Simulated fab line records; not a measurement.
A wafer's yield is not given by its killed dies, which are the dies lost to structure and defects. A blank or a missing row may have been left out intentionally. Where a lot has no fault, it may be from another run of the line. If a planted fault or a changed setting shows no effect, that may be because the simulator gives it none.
Comparing a struck lot with a sound one / flow sky130 / 28 out of 708 route steps
Sound: wafers L820.2, L820.4, L820.6. Wafers struck: L834.3, L834.4, L834.5. Last of all comes the cause.
At each step with rows: each side's tool, then ch and its chambers, then its first start. Under that, the readings that differ: sound wafers / struck wafers / difference of the means / sigmas: that difference in standard deviations of wafers without a fault.
alike: a reading whose means differ by less than 2 such deviations, as well as words and numbers matching on both sides. not compared: withheld readings; readings where some wafer has no value; bounds like >300 that might hide an equal value; numbers whose values overlap and for which the record gives no deviation.
Wherever a step has rows on one side only, a row that says differs or no value, or a row with sigmas, the two part there. Numbers that have no deviation but don't overlap get no sigmas and don't part them. A reading that every wafer of one side lacks parts them only if that side has two wafers or more.

first, 3 steps without rows for these wafers: SKY_VIA4_STRIP_14 (strips in post etch residue remover, time 1200 s); SKY_VIA4_CLEAN_15 (cleans in IPA, time 180 s); SKY_VIA4_CLEAN_16 (cleans in O3/DIW).
SKY_VIA4_SPUTTER_17: material TiN, target thk 20 nm, time 80 s.
  sound on pvd-sputter-01, day 44 10:17; struck on pvd-sputter-01, day 48 00:08
  alike: cathode-dc-power-W, throttle-valve-pct
then, 1 step without rows for these wafers: SKY_VIA4_CVD_18 (deposits W, target thk 505 nm, time 152.14 s).
SKY_VIA4_RS_MEAS_19: uses a four-point probe to measure.
  sound on film-metro-03, day 44 10:31; struck on film-metro-04, day 48 00:23
  alike: VIA4_W_RS
SKY_VIA4_THK_MEAS_20: measures by xrf.
  sound on film-metro-03, day 44 10:37; struck on film-metro-04, day 48 00:29
  alike: VIA4_W_THK
SKY_VIA4_CMP_21: polishes, stops on SiO2, t overpolish 25 s, target thk 0 nm.
  sound on cmp-02 ch 0,2,3, day 44 10:40; struck on cmp-02 ch 0,2,3, day 48 00:35
reading=time-to-endpoint-s (s); sound=128 141 121; struck=114 111 124; difference=-14; sigmas=-2
  alike: motor-current-A, overpolish-run-s, platen-rpm
then, 3 steps without rows for these wafers: SKY_METAL5_SPUTTER_00 (material Ti, target thk 15 nm, time 10 s); SKY_METAL5_SPUTTER_01 (material TiN, target thk 20 nm, time 16.7 s); SKY_METAL5_SPUTTER_02 (material AlCu, target thk 1150 nm, time 61.2 s).
SKY_METAL5_SPUTTER_03: material Ti, target thk 5 nm, time 3.3 s.
  sound on pvd-sputter-04, day 44 11:04; struck on pvd-sputter-04, day 48 00:55
  alike: cathode-dc-power-W, throttle-valve-pct
SKY_METAL5_SPUTTER_04: material TiN, target thk 70 nm, time 58.3 s.
  sound on pvd-sputter-04, day 44 11:05; struck on pvd-sputter-04, day 48 00:56
reading=cathode-dc-power-W (W); sound=6498.3 6498.3 6498.8; struck=6795.9 6794.9 6795.2; difference=+296.9; sigmas=+99 or more
reading=model.TiN_of_METAL5_SPUTTER_04.thk-nm (nm); sound=69.56 70.86 70.87; struck=74.05 73.96 72.47; difference=+3.06; sigmas=
  alike: throttle-valve-pct
SKY_METAL5_RS_MEAS_05: uses a four-point probe to measure.
  sound on film-metro-02, day 44 11:10; struck on film-metro-01, day 48 01:02
  alike: METAL5_ALCU_RS
SKY_METAL5_THK_MEAS_06: measures by xrf.
  sound on film-metro-02, day 44 11:16; struck on film-metro-01, day 48 01:08
  alike: METAL5_ALCU_THK
then, 8 steps without rows for these wafers: SKY_METAL5_DEHYDRATE_07 (time 60 s); SKY_METAL5_HMDS_08 (prime time 60 s); SKY_METAL5_COAT_09 (resist thk 1800 nm); SKY_METAL5_SOFTBAKE_10 (time 60 s); SKY_METAL5_EXPOSE_11 (exposes mask MM5, target cd 1600 nm); SKY_METAL5_PEB_12; SKY_METAL5_DEVELOP_13 (develop time 60 s); SKY_METAL5_DESCUM_14 (chemistry O2, time 11 s).
SKY_METAL5_METAL_ETCH_15: etches the open film in Cl2/BCl3, stops on SiO2, target depth 1260 nm, time 252 s.
  sound on rie-metal-03 ch 0,1, day 45 08:43; struck on rie-metal-02 ch 0,1, day 48 19:59
  alike: drypump-motor-current-A, oes-product-au, throttle-valve-pct
  not compared: rf-hours-counter-h
SKY_METAL5_STRIP_16: strips in O2/N2.
  sound on plasma-asher-01 ch 0,1, day 45 08:57; struck on plasma-asher-04 ch 0,1, day 48 20:11
  alike: drypump-motor-current-A, oes-product-au, strip-time-to-endpoint-s
  not compared: rf-hours-counter-h
SKY_METAL5_STRIP_17: strips in post etch residue remover, time 1200 s.
  sound on wet-bench-02 ch 2, day 45 09:03; struck on wet-bench-04 ch 1, day 48 20:15
reading=model.TiN_of_METAL5_SPUTTER_04.thk-nm (nm); sound=69.16 70.45 70.46; struck=73.63 73.54 72.04; difference=+3.05; sigmas=
  alike: temp-c
then, 1 step without rows for these wafers: SKY_METAL5_CLEAN_18 (cleans in IPA, time 180 s).
SKY_PAD_OPEN_PROBE_99:
  the record has rows for the struck wafers here (prober-02, day 50 07:38) and none for the sound ones

WHERE THEY PART
First at SKY_VIA4_CMP_21; last, within this record, at SKY_PAD_OPEN_PROBE_99.

WHY: whatever the simulator had introduced
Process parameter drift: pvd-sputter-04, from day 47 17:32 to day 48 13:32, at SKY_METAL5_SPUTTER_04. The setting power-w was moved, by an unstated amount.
